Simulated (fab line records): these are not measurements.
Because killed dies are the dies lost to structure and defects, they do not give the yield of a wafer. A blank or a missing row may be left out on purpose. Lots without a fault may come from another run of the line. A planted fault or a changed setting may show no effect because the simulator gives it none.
fab line records | flow sfq-line
record: lots: 6 | wafers: 17 | last-day: 87
route steps=325 shown JJ@195 M5@198
lots that met no fault: from a run of the same line without faults
start-h: hours from the record's opening day to when the first of the lot's shown wafers began | wait-h: hours elapsed since this lot's preceding step | " same as the row above | L1.1+2: several wafers, shown together as one row | - value missing, or start not given | * or withheld: withheld | < > ~ a bound
route shown NAME@n: NAME is a module with steps in the file, n the number in the route of the first one | usual: average and standard deviation across the fault-free wafers | same: alike in all rows | chamber/n: place in a boat | sites: per-site readings | _std_site: the values' standard deviation | _edge_site: inner sites' mean taken away from outer sites' mean | radius-mm: how far each site lies from the wafer's centre | mask NAME#n: copy n | behind: tool/chamber where the wafer was last shaped | hold: reason for holding the lot/hours on hold/outcome of the hold | device: whichever transistor did not switch (one of n, p or np) | end of line: the route-end tests of the same wafers | where a step has no rows: the recipe by itself | killed: at the first sort, the dies lost to defects and structure; wafer yield is something else | map: shows each die of a wafer: x if killed, . if not, _ if none is there
set.NAME: the run value of the setting; set.NAME@STEP: its run value at that earlier step | model.NAME: the simulator's own value behind a step, which no gauge read
lots seen at some steps along the route; tables by step, rows by wafer
services: when a tool's chamber went out of use (start-h, in hours from the record's first day, below 0 if earlier), for how many hours, and the reason
== steps ==
step: SFQ_TRILAYER_JJ_ANODIZE_ANODIZE_119
recipe: current-density-ma-cm2: withheld | end-current-density-ma-cm2: withheld | bath-temp-c: withheld
step: SFQ_TRILAYER_JJ_CE_STRIP_STRIP_120
recipe: gas: O2 | power-w: 200 | platen-temp-c: 40 | overash-fraction: 0.65 | chemistry: O2 | pressure-mtorr: 50
usual: chamber-pressure-mTorr: 50.01/0.046 | drypump-motor-current-A: 5.72/0.29 | oes-product-au: 1.000/0.013 | platen-temp-c: 40.00/0.12
lot.wafer | tool         | chamber | start-h | wait-h | chamber-pressure-mTorr | drypump-motor-current-A | oes-product-au | platen-temp-c | rf-hours-counter-h
L888.2    | rie-metal-02 | 0       | 1434.21 | 0.0    | 49.97                  | 5.66                    | 1.008          | 40.05         | 61
L888.5    | "            | 1       | "       | "      | 49.95                  | 5.72                    | 0.985          | 40.09         | -
L888.6    | "            | 0       | "       | "      | 50.07                  | 5.65                    | 1.005          | 39.90         | -
L895.1    | rie-metal-02 | 1       | 1513.13 | 0.0    | 50.05                  | 5.76                    | 0.984          | 39.85         | 1
L895.2    | "            | 0       | "       | "      | 50.07                  | 5.63                    | 1.004          | 40.17         | 76
L895.6    | "            | 0       | "       | "      | 49.98                  | 5.61                    | 0.996          | 40.08         | -
L897.1    | rie-metal-02 | 0       | 1515.33 | 0.0    | 49.92                  | 5.64                    | 1.008          | 40.00         | 77
L897.2    | "            | 1       | "       | "      | 50.09                  | 5.74                    | 0.991          | 39.99         | 1
L897.6    | "            | 0       | "       | "      | 50.00                  | 5.66                    | 0.994          | 40.03         | -
L900.1    | rie-metal-04 | 1       | 1522.03 | 0.0    | 50.01                  | 5.84                    | 1.009          | 40.08         | 65
L900.2    | "            | 1       | "       | "      | 50.04                  | 5.86                    | 1.010          | 39.85         | -
L902.2    | rie-metal-03 | 1       | 1534.08 | 0.0    | 50.01                  | 5.97                    | 0.991          | 40.15         | 69
L902.4    | "            | 1       | "       | "      | 50.01                  | 5.95                    | 1.003          | 40.02         | -
L902.5    | "            | 0       | "       | "      | 49.99                  | 5.96                    | 0.982          | 39.94         | -
L908.2    | rie-metal-02 | 1       | 1563.08 | 0.0    | 49.96                  | 5.73                    | 0.995          | 40.05         | 6
L908.4    | "            | 0       | "       | "      | 50.06                  | 5.65                    | 1.019          | 40.11         | -
L908.6    | "            | 0       | "       | "      | 49.98                  | 5.66                    | 1.011          | 39.98         | -
step: SFQ_TRILAYER_JJ_CE_STRIP_SOLV_CLEAN_121
recipe: chemistry: NMP | temp-c: 70 | time-s: 600
step: SFQ_TRILAYER_M5_LITHO_COAT_128
recipe: resist: BARC | spin-rpm: 3000 | resist-thk-nm: 62
step: SFQ_TRILAYER_M5_LITHO_COAT_123
recipe: resist: KrF | spin-rpm: 3000 | resist-thk-nm: 600
step: SFQ_TRILAYER_M5_LITHO_SOFTBAKE_127
recipe: temp-c: withheld | time-s: withheld | resist: KrF
step: SFQ_TRILAYER_M5_LITHO_EXPOSE_124
recipe: mask-id: M5 | na: 0.6 | source-shape: conventional | sigma-outer: 0.65 | target-cd-nm: 700 | dose-mj: 14.4
step: SFQ_TRILAYER_M5_LITHO_PEB_126
recipe: peb-temp-c: 115 | peb-time-s: 60 | resist: KrF
step: SFQ_TRILAYER_M5_LITHO_DEVELOP_125
recipe: time-s: 60 | resist: KrF
step: SFQ_M5_OVL_MEAS_932
usual: M5_OVL: 0/5.2
lot.wafer | tool       | chamber | start-h | wait-h | M5_OVL[nm]
L888.2    | overlay-02 | -       | 1438.28 | 0.1    | 4
L888.5    | "          | -       | "       | "      | 4
L888.6    | "          | -       | "       | "      | 4
L895.1    | overlay-02 | -       | 1620.20 | 0.1    | -2
L895.2    | "          | -       | "       | "      | -3
L895.6    | "          | -       | "       | "      | -3
L897.1    | overlay-02 | -       | 1622.60 | 0.1    | 0
L897.2    | "          | -       | "       | "      | -6
L897.6    | "          | -       | "       | "      | 4
L900.1    | overlay-01 | -       | 1632.20 | 0.1    | -5
L900.2    | "          | -       | "       | "      | -12
L902.2    | overlay-01 | -       | 1642.49 | 0.1    | 5
L902.4    | "          | -       | "       | "      | 2
L902.5    | "          | -       | "       | "      | 8
L908.2    | overlay-02 | -       | 1673.63 | 0.1    | 1
L908.4    | "          | -       | "       | "      | 1
L908.6    | "          | -       | "       | "      | 1
step: SFQ_TRILAYER_M5_BARC_OPEN_METAL_ETCH_161
recipe: mask-material: PR | chemistry: O2 | target-depth-nm: 125 | target: BARC | icp-w: 600 | bias-w: 80 | pressure-mtorr: 10 | time-s: 41.7
usual: chamber-pressure-mTorr: 9.999/0.0095 | drypump-motor-current-A: 5.8/0.4 | oes-product-au: 0.686/0.0048
lot.wafer | tool         | chamber | start-h | wait-h | chamber-pressure-mTorr | drypump-motor-current-A | oes-product-au | rf-hours-counter-h
L888.2    | rie-metal-04 | 0       | 1438.31 | 0.0    | 9.984                  | 5.0                     | 0.677          | 108
L888.5    | "            | 0       | "       | "      | 9.998                  | 5.0                     | 0.690          | -
L888.6    | "            | 1       | "       | "      | 10.011                 | 5.8                     | 0.679          | -
L895.1    | rie-metal-03 | 0       | 1620.24 | 0.0    | 10.004                 | 5.9                     | 0.679          | 32
L895.2    | "            | 1       | "       | "      | 9.989                  | 6.0                     | 0.683          | 80
L895.6    | "            | 1       | "       | "      | 10.005                 | 6.0                     | 0.685          | -
L897.1    | rie-metal-03 | 1       | 1622.64 | 0.0    | 9.995                  | 6.0                     | 0.687          | 81
L897.2    | "            | 0       | "       | "      | 9.990                  | 5.9                     | 0.682          | 33
L897.6    | "            | 1       | "       | "      | 9.990                  | 6.0                     | 0.685          | -
L900.1    | rie-metal-03 | 0       | 1632.24 | 0.0    | 10.002                 | 5.9                     | 0.689          | 35
L900.2    | "            | 1       | "       | "      | 9.997                  | 5.9                     | 0.688          | 83
L902.2    | rie-metal-04 | 0       | 1642.52 | 0.0    | 10.002                 | 5.0                     | 0.684          | 16
L902.4    | "            | 1       | "       | "      | 10.020                 | 5.8                     | 0.684          | -
L902.5    | "            | 0       | "       | "      | 10.002                 | 5.0                     | 0.685          | -
L908.2    | rie-metal-04 | 0       | 1673.66 | 0.0    | 9.998                  | 5.0                     | 0.689          | 20
L908.4    | "            | 1       | "       | "      | 9.984                  | 5.8                     | 0.698          | -
L908.6    | "            | 1       | "       | "      | 9.998                  | 5.8                     | 0.692          | -
step: SFQ_TRILAYER_M5_ETCH_METAL_ETCH_126
recipe: target: Nb | stop-on: SiO2 | mask-material: PR | over-etch-frac: 0.15 | time-s: 203.2 | chemistry: Cl2/BCl3 | target-depth-nm: 265 | icp-w: 600 | bias-w: 80 | pressure-mtorr: 10
usual: chamber-pressure-mTorr: 9.999/0.0087 | drypump-motor-current-A: 5.8/0.4 | oes-product-au: 0.728/0.0066
same: over-etch-frac: 0.15
lot.wafer | tool         | chamber | start-h | wait-h | chamber-pressure-mTorr | drypump-motor-current-A | oes-product-au | rf-hours-counter-h
L888.2    | rie-metal-04 | 0       | 1438.37 | 0.0    | 9.992                  | 5.0                     | 0.734          | 108
L888.5    | "            | 0       | "       | "      | 10.021                 | 5.0                     | 0.731          | -
L888.6    | "            | 1       | "       | "      | 9.996                  | 5.8                     | 0.733          | -
L895.1    | rie-metal-03 | 0       | 1620.30 | 0.0    | 10.007                 | 5.9                     | 0.735          | 32
L895.2    | "            | 1       | "       | "      | 10.001                 | 6.0                     | 0.723          | 80
L895.6    | "            | 1       | "       | "      | 9.996                  | 6.0                     | 0.728          | -
L897.1    | rie-metal-03 | 1       | 1622.70 | 0.0    | 10.015                 | 6.0                     | 0.719          | 81
L897.2    | "            | 0       | "       | "      | 9.988                  | 5.9                     | 0.725          | 33
L897.6    | "            | 1       | "       | "      | 9.998                  | 5.9                     | 0.719          | -
L900.1    | rie-metal-03 | 0       | 1632.30 | 0.0    | 10.005                 | 5.9                     | 0.716          | 35
L900.2    | "            | 1       | "       | "      | 9.995                  | 6.0                     | 0.718          | 83
L902.2    | rie-metal-04 | 0       | 1642.58 | 0.0    | 10.008                 | 5.0                     | 0.724          | 16
L902.4    | "            | 1       | "       | "      | 9.999                  | 5.8                     | 0.733          | -
L902.5    | "            | 0       | "       | "      | 10.005                 | 5.0                     | 0.731          | -
L908.2    | rie-metal-04 | 0       | 1673.71 | 0.0    | 10.000                 | 5.0                     | 0.724          | 20
L908.4    | "            | 1       | "       | "      | 9.997                  | 5.8                     | 0.734          | -
L908.6    | "            | 1       | "       | "      | 10.006                 | 5.8                     | 0.728          | -
step: SFQ_TRILAYER_M5_STRIP_STRIP_127
recipe: gas: O2 | power-w: 200 | platen-temp-c: 40 | overash-fraction: 0.65 | chemistry: O2 | pressure-mtorr: 50
usual: chamber-pressure-mTorr: 50.01/0.042 | drypump-motor-current-A: 5.8/0.4 | oes-product-au: 1.001/0.016 | platen-temp-c: 40.02/0.12
lot.wafer | tool         | chamber | start-h | wait-h | chamber-pressure-mTorr | drypump-motor-current-A | oes-product-au | platen-temp-c | rf-hours-counter-h
L888.2    | rie-metal-04 | 0       | 1438.56 | 0.1    | 49.94                  | 5.0                     | 1.012          | 40.15         | 108
L888.5    | "            | 0       | "       | "      | 50.00                  | 5.0                     | 1.009          | 39.93         | -
L888.6    | "            | 1       | "       | "      | 50.02                  | 5.8                     | 1.002          | 39.99         | -
L895.1    | rie-metal-03 | 0       | 1620.49 | 0.1    | 50.02                  | 5.9                     | 0.989          | 40.08         | 32
L895.2    | "            | 1       | "       | "      | 50.05                  | 6.0                     | 0.992          | 39.89         | 81
L895.6    | "            | 1       | "       | "      | 50.05                  | 5.9                     | 0.995          | 39.92         | -
L897.1    | rie-metal-03 | 1       | 1622.89 | 0.1    | 50.00                  | 6.0                     | 0.995          | 39.87         | 81
L897.2    | "            | 0       | "       | "      | 49.98                  | 5.9                     | 0.998          | 40.83         | 33
L897.6    | "            | 1       | "       | "      | 50.01                  | 6.0                     | 1.000          | 39.92         | -
L900.1    | rie-metal-03 | 0       | 1632.49 | 0.1    | 49.97                  | 5.9                     | 0.985          | 40.59         | 35
L900.2    | "            | 1       | "       | "      | 49.98                  | 6.0                     | 1.004          | 39.97         | 83
L902.2    | rie-metal-04 | 0       | 1642.77 | 0.1    | 50.08                  | 5.0                     | 0.990          | 40.06         | 16
L902.4    | "            | 1       | "       | "      | 49.98                  | 5.8                     | 1.026          | 40.00         | -
L902.5    | "            | 0       | "       | "      | 49.99                  | 5.0                     | 0.984          | 39.97         | -
L908.2    | rie-metal-04 | 0       | 1673.91 | 0.1    | 49.99                  | 5.0                     | 0.985          | 39.88         | 21
L908.4    | "            | 1       | "       | "      | 50.04                  | 5.8                     | 1.026          | 39.99         | -
L908.6    | "            | 1       | "       | "      | 50.05                  | 5.8                     | 1.010          | 40.13         | -
step: SFQ_TRILAYER_M5_STRIP_SOLV_CLEAN_128
recipe: chemistry: NMP | temp-c: 70 | time-s: 600
== services ==
tool         | chamber | start-h | hours | kind
rie-metal-02 | -       | 1437.83 | 1.4   | pm
rie-metal-02 | 1       | 1485.10 | -     | clean
rie-metal-02 | 1       | 1485.10 | -     | consumable-replace:focus-ring
rie-metal-02 | 1       | 1485.10 | 18.4  | scheduled-down
rie-metal-02 | 1       | 1485.10 | 18.4  | vent-cycle
rie-metal-04 | 0       | 1511.08 | -     | clean
rie-metal-04 | 0       | 1511.08 | -     | consumable-replace:focus-ring
rie-metal-04 | 0       | 1511.08 | 16.7  | scheduled-down
rie-metal-04 | 0       | 1511.08 | 16.7  | vent-cycle
rie-metal-02 | 0       | 1613.74 | 14.9  | repair
rie-metal-02 | 0       | 1671.76 | 24.8  | repair
== key ==
first-sign: step: SFQ_TRILAYER_M5_STRIP_STRIP_127 | reading: platen-temp-c | direction: up | sigmas: 5.9 | usual: * | struck: *
effect none on later readings
met-at SFQ_TRILAYER_M5_STRIP_STRIP_127
struck-wafers L897.2,L900.1
onset-between 1620.49 1622.89
fault: kind: process-parameter-drift | tool: rie-metal-03 | chamber: 0 | onset-h: 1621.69 | steps: SFQ_TRILAYER_M5_STRIP_STRIP_127 | channel: platen-temp-c | offset: * | shape: step | end-h: 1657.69 | acts-in: * | stated: *
